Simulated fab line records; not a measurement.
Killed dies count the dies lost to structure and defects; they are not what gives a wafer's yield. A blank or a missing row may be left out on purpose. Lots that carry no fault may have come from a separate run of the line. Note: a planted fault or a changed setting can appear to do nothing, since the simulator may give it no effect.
fab line records	flow sfq_line
[record] lots = 6	wafers = 18	last_day = 86
route steps=325 shown M4@160 I4@163
lots that met no fault: from a run of the same line without faults
start_h: the number of hours between the record's first day and the start of the first shown wafer of the lot	wait_h: hours from the lot's prior step to this one	" as in the row above	L1.1+2: several wafers, shown together as one row	- value missing, or start not given	* or withheld: withheld	< > ~ a bound
route shown NAME@n: names a module that has steps shown in the file, with the first one's number in the route	usual: average and standard deviation across the fault-free wafers	same: alike in all rows	chamber/n: place in a boat	sites: per-site readings	_std_site: standard deviation across them	_edge_site: the outer-site mean with the inner-site mean subtracted	radius_mm: for every site, how far away it sits from the centre of the wafer	mask NAME#n: copy n	behind: the tool/chamber that last shaped the wafer	hold: reason for holding the lot/hours on hold/outcome of the hold	device: which transistor (n, p or np) failed to switch	end of line: tests run on the same wafers once the route is complete	a step with no rows: only its recipe	killed: dies lost to structure and defects at the first sort, not the wafer's yield	map: per-die view of a wafer (x killed, . not killed, _ where there is no die)
set.NAME: the setting the step ran with; set.NAME@STEP: the setting that earlier step ran with	model.NAME: the simulator's own value behind a step, which no gauge read
lots at selected steps of the route; one table per step, one row per wafer
services: from which hour (start_h, from the record's first day; less than 0 if before it) a tool's chamber was out of use, for how many hours, and why
[[steps]]
[step SFQ_TRILAYER_M4_ETCH_METAL_ETCH_096]
[recipe] target = Nb	stop_on = SiO2	mask_material = PR	chemistry = Cl2/Ar	target_depth_nm = 240	icp_w = 600	bias_w = 80	pressure_mtorr = 10	time_s = 120
[usual] drypump_motor_current_A = 5.4/0.48	oes_product_au = 0.894/0.0065
lot.wafer	tool	chamber	start_h	wait_h	drypump_motor_current_A	oes_product_au	rf_hours_counter_h
L243.2	rie_metal-04	0	869.62	0.0	4.9	0.887	41
L243.4	"	1	"	"	5.4	0.897	-
L243.5	"	0	"	"	4.9	0.903	-
L251.2	rie_metal-04	0	1061.71	0.0	4.9	0.891	67
L251.4	"	1	"	"	5.5	0.889	-
L251.5	"	0	"	"	4.9	0.892	-
L252.1	rie_metal-01	1	1064.11	0.0	5.4	0.888	3
L252.2	"	0	"	"	5.4	0.885	53
L252.5	"	1	"	"	5.4	0.894	-
L254.1	rie_metal-03	1	1068.91	0.0	6.4	0.893	129
L254.4	"	1	"	"	6.4	0.890	-
L254.5	"	0	"	"	5.1	0.895	-
L256.2	rie_metal-01	0	1072.51	0.0	5.4	0.887	54
L256.4	"	0	"	"	5.3	0.897	-
L256.6	"	1	"	"	5.4	0.886	-
L263.2	rie_metal-04	1	1088.11	0.0	5.5	0.883	5
L263.4	"	1	"	"	5.5	0.895	-
L263.5	"	1	"	"	5.5	0.896	-
[step SFQ_TRILAYER_M4_STRIP_STRIP_097]
[recipe] gas = O2	power_w = 200	platen_temp_c = 40	overash_fraction = 0.65	chemistry = O2	pressure_mtorr = 50
[usual] drypump_motor_current_A = 5.4/0.48	oes_product_au = 0.996/0.0071
lot.wafer	tool	chamber	start_h	wait_h	drypump_motor_current_A	oes_product_au	rf_hours_counter_h
L243.2	rie_metal-04	0	869.74	0.1	4.9	0.990	41
L243.4	"	1	"	"	5.4	0.997	-
L243.5	"	0	"	"	4.9	0.995	-
L251.2	rie_metal-04	0	1061.84	0.1	4.9	0.992	68
L251.4	"	1	"	"	5.5	1.003	-
L251.5	"	0	"	"	4.9	0.979	-
L252.1	rie_metal-01	1	1064.24	0.1	5.4	1.001	3
L252.2	"	0	"	"	5.3	0.992	53
L252.5	"	1	"	"	5.4	1.006	-
L254.1	rie_metal-03	1	1069.04	0.1	6.4	0.997	129
L254.4	"	1	"	"	6.4	1.003	-
L254.5	"	0	"	"	5.1	0.990	-
L256.2	rie_metal-01	0	1072.64	0.1	5.4	0.988	54
L256.4	"	0	"	"	5.3	0.996	-
L256.6	"	1	"	"	5.4	1.012	-
L263.2	rie_metal-04	1	1088.24	0.1	5.5	0.999	5
L263.4	"	1	"	"	5.4	1.004	-
L263.5	"	1	"	"	5.4	1.003	-
[step SFQ_TRILAYER_M4_STRIP_SOLV_CLEAN_098]
[recipe] chemistry = NMP	temp_c = 70	time_s = 600
[step SFQ_TRILAYER_I4_DEP_PECVD_099]
[recipe] material = SiO2	temp_c = 150	time_s = 111.11	pressure_torr = 2.4	rf_w = 183.3	precursor = SiH4/N2O	target_thk_nm = 500
[usual] heater_power_w = 89/21	susceptor_temp_C = 149.98/0.14	throttle_valve_pct = 24.2/1.2
lot.wafer	tool	chamber	start_h	wait_h	heater_power_w	susceptor_temp_C	throttle_valve_pct
L243.2	pecvd-01	0	870.52	0.0	86	150.36	24.5
L243.4	"	2	"	"	69	149.75	25.9
L243.5	"	1	"	"	87	150.11	23.5
L251.2	pecvd-04	1	1062.61	0.0	92	149.92	23.6
L251.4	"	1	"	"	78	149.97	23.6
L251.5	"	2	"	"	135	149.97	23.5
L252.1	pecvd-02	0	1065.01	0.0	77	150.12	25.0
L252.2	"	1	"	"	79	149.88	22.2
L252.5	"	2	"	"	74	149.90	24.7
L254.1	pecvd-04	2	1069.81	0.0	150	150.01	23.1
L254.4	"	1	"	"	78	149.98	23.6
L254.5	"	2	"	"	147	150.02	23.2
L256.2	pecvd-02	1	1073.43	0.0	73	149.74	22.1
L256.4	"	2	"	"	68	150.00	24.7
L256.6	"	0	"	"	68	149.88	24.8
L263.2	pecvd-01	2	1089.01	0.0	71	149.61	27.2
L263.4	"	0	"	"	94	149.95	25.0
L263.5	"	1	"	"	76	149.79	23.9
[step SFQ_TRILAYER_I4_CMP_CMP_100]
[recipe] material = SiO2	down_force_psi = 3	platen_rpm = 60	pad_velocity_m_s = 0.94248
[usual] edge_zone_pressure_frac = 1.000/0.0049	motor_current_A = 9.8/1	time_to_endpoint_s = 214/7.5
lot.wafer	tool	chamber	start_h	wait_h	edge_zone_pressure_frac	motor_current_A	time_to_endpoint_s
L243.2	cmp-02	3	870.60	0.0	0.995	12.0	209
L243.4	"	2	872.10	1.5	1.004	9.0	211
L243.5	"	0	873.10	2.5	1.008	9.8	201
L251.2	cmp-02	3	1063.79	1.1	1.000	12.6	219
L251.4	"	1	1064.79	2.1	1.002	10.0	212
L251.5	"	2	"	"	1.006	9.3	211
L252.2	cmp-01	0	1065.09	0.0	0.995	10.0	209
L252.1	"	2	1066.09	1.0	0.999	9.6	215
L252.5	"	1	1067.59	2.5	1.004	9.6	223
L254.4	cmp-01	3	1071.09	1.2	0.996	8.3	225
L254.1	"	2	1072.59	2.7	0.999	8.6	226
L254.5	"	0	1073.59	3.7	1.000	10.0	220
L256.2	cmp-01	2	1074.59	1.1	0.994	9.2	212
L256.4	"	0	1075.59	2.1	1.005	10.5	212
L256.6	"	1	"	"	1.001	9.8	224
L263.4	cmp-01	2	1089.09	0.0	0.990	9.1	224
L263.2	"	1	1090.59	1.5	0.997	9.6	219
L263.5	"	2	"	"	0.999	9.1	225
[step SFQ_I4_BOW_MEAS_927]
[recipe] mode = bow
[usual] I4_BOW = 3/10
lot.wafer	tool	chamber	start_h	wait_h	I4_BOW[um]
L243.2	film_metro-03	-	873.62	2.5	4
L243.4	"	-	"	"	5
L243.5	"	-	"	"	13
L251.2	film_metro-04	-	1066.31	2.0	6
L251.4	"	-	"	"	7
L251.5	"	-	"	"	13
L252.1	film_metro-02	-	1068.09	1.5	6
L252.2	"	-	"	"	3
L252.5	"	-	"	"	3
L254.1	film_metro-03	-	1074.09	1.0	1
L254.4	"	-	"	"	8
L254.5	"	-	"	"	0
L256.2	film_metro-02	-	1077.11	2.0	-15
L256.4	"	-	"	"	6
L256.6	"	-	"	"	6
L263.2	film_metro-03	-	1092.11	1.0	4
L263.4	"	-	"	"	2
L263.5	"	-	"	"	2
[step SFQ_TRILAYER_I4_METRO_MEASURE_101]
[usual] thk_nm = 199.5/1.2
lot.wafer	tool	chamber	start_h	wait_h	thk_nm
L243.2	film_metro-03	-	873.92	0.3	198.8
L243.4	"	-	"	"	198.1
L243.5	"	-	"	"	199.0
L251.2	film_metro-04	-	1066.61	0.3	200.2
L251.4	"	-	"	"	198.9
L251.5	"	-	"	"	198.9
L252.1	film_metro-02	-	1068.21	0.1	200.0
L252.2	"	-	"	"	199.1
L252.5	"	-	"	"	199.2
L254.1	film_metro-03	-	1074.21	0.1	201.4
L254.4	"	-	"	"	200.2
L254.5	"	-	"	"	200.1
L256.2	film_metro-02	-	1077.41	0.3	200.6
L256.4	"	-	"	"	198.5
L256.6	"	-	"	"	200.1
L263.2	film_metro-03	-	1092.41	0.3	200.4
L263.4	"	-	"	"	200.7
L263.5	"	-	"	"	200.4
[step SFQ_TRILAYER_I4_VIA_LITHO_COAT_108]
[recipe] resist = BARC	spin_rpm = 3000	resist_thk_nm = 62
[step SFQ_TRILAYER_I4_VIA_LITHO_COAT_103]
[recipe] resist = KrF	spin_rpm = 3000	resist_thk_nm = 650
[step SFQ_TRILAYER_I4_VIA_LITHO_SOFTBAKE_107]
[recipe] temp_c = withheld	time_s = withheld	resist = KrF
[step SFQ_TRILAYER_I4_VIA_LITHO_EXPOSE_104]
[recipe] mask_id = I4	na = 0.6	source_shape = conventional	sigma_outer = 0.65	target_cd_nm = 700	dose_mj = 21.3
[step SFQ_TRILAYER_I4_VIA_LITHO_PEB_106]
[recipe] peb_temp_c = 115	peb_time_s = 60	resist = KrF
[step SFQ_TRILAYER_I4_VIA_LITHO_DEVELOP_105]
[recipe] time_s = 60	resist = KrF
[usual] chill_plate_temp_C = 23.00/0.099	exhaust_pa = 45.0/0.9
lot.wafer	tool	chamber	start_h	wait_h	chill_plate_temp_C	exhaust_pa	model.KrF_of_TRILAYER_I4_VIA_LITHO_COAT_103.thk_nm
L243.2	litho_track-04	0	1035.17	0.1	22.98	44.0	625.5
L243.4	"	0	"	"	23.04	45.6	622.6
L243.5	"	0	"	"	22.96	45.8	624.8
L251.2	litho_track-04	-	1185.16	0.1	-	-	648.8
L251.4	"	-	"	"	-	-	649.6
L251.5	"	-	"	"	-	-	648.8
L252.1	litho_track-02	-	1186.33	0.1	-	-	652.2
L252.2	"	-	"	"	-	-	650.7
L252.5	"	-	"	"	-	-	649.5
L254.1	litho_track-02	0	1192.24	0.1	23.03	46.4	626.7
L254.4	"	0	"	"	22.83	45.4	626.4
L254.5	"	0	"	"	22.85	44.8	627.4
L256.2	litho_track-04	0	1194.66	0.1	22.90	44.9	623.7
L256.4	"	0	"	"	22.84	45.9	626.5
L256.6	"	0	"	"	23.00	44.2	625.4
L263.2	litho_track-03	0	1207.86	0.1	23.10	46.0	624.5
L263.4	"	0	"	"	23.05	45.1	625.6
L263.5	"	0	"	"	23.02	43.5	624.7
[step SFQ_I4_OVL_MEAS_928]
[usual] I4_OVL = 1/6.1
lot.wafer	tool	chamber	start_h	wait_h	I4_OVL[nm]
L243.2	overlay-02	-	1035.30	0.1	10
L243.4	"	-	"	"	8
L243.5	"	-	"	"	4
L251.2	overlay-01	-	1185.29	0.1	-
L251.4	"	-	"	"	-
L251.5	"	-	"	"	-
L252.1	overlay-01	-	1186.48	0.1	-
L252.2	"	-	"	"	-
L252.5	"	-	"	"	-
L254.1	overlay-02	-	1192.39	0.1	0
L254.4	"	-	"	"	5
L254.5	"	-	"	"	6
L256.2	overlay-02	-	1194.79	0.1	2
L256.4	"	-	"	"	1
L256.6	"	-	"	"	3
L263.2	overlay-01	-	1207.99	0.1	-3
L263.4	"	-	"	"	-2
L263.5	"	-	"	"	-8
[[services]]
tool	chamber	start_h	hours	kind
cmp-02	-	846.71	3.7	pm
film_metro-02	-	851.83	1.3	pm
pecvd-02	0	854.93	3.4	repair
film_metro-02	-	857.59	0.9	pm
film_metro-02	-	865.28	0.4	pm
film_metro-03	-	870.71	0.3	pm
cmp-02	-	915.72	4.0	pm
pecvd-02	2	919.10	3.4	repair
rie_metal-01	0	926.30	4.1	repair
cmp-01	-	928.76	4.7	repair
pecvd-01	-	931.25	2.8	pm
film_metro-03	-	994.51	3.0	pm
cmp-01	-	1014.04	5.9	repair
film_metro-03	-	1075.41	3.5	pm
cmp-01	-	1092.09	4.0	pm
cmp-01	-	1096.09	5.0	pm
film_metro-03	-	1101.52	24.2	repair
cmp-01	-	1106.45	1.7	repair
cmp-01	-	1116.69	2.0	repair
rie_metal-01	-	1123.86	2.8	pm
film_metro-03	-	1125.77	0.5	pm
cmp-01	-	1135.71	2.1	repair
cmp-01	-	1173.84	19.9	pm
rie_metal-01	-	1185.28	0.4	repair
[[key]]
[first_sign] step = SFQ_TRILAYER_I4_VIA_LITHO_DEVELOP_105	reading = tool_record	direction = missing
effect none on later readings
[model_effect] step = SFQ_TRILAYER_I4_VIA_LITHO_DEVELOP_105	value = KrF_of_TRILAYER_I4_VIA_LITHO_COAT_103.thk_nm	without = 624.5	struck = 649.9
met_at SFQ_TRILAYER_I4_VIA_LITHO_DEVELOP_105
struck_wafers L251.2,L251.4,L251.5,L252.1,L252.2,L252.5
onset_between 1035.17 1185.16
[fault] kind = skipped_step_whole	tool = litho_track-02,litho_track-04	chamber = -	onset_h = 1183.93	steps = SFQ_TRILAYER_I4_VIA_LITHO_DEVELOP_105	scope = struck_lots_only
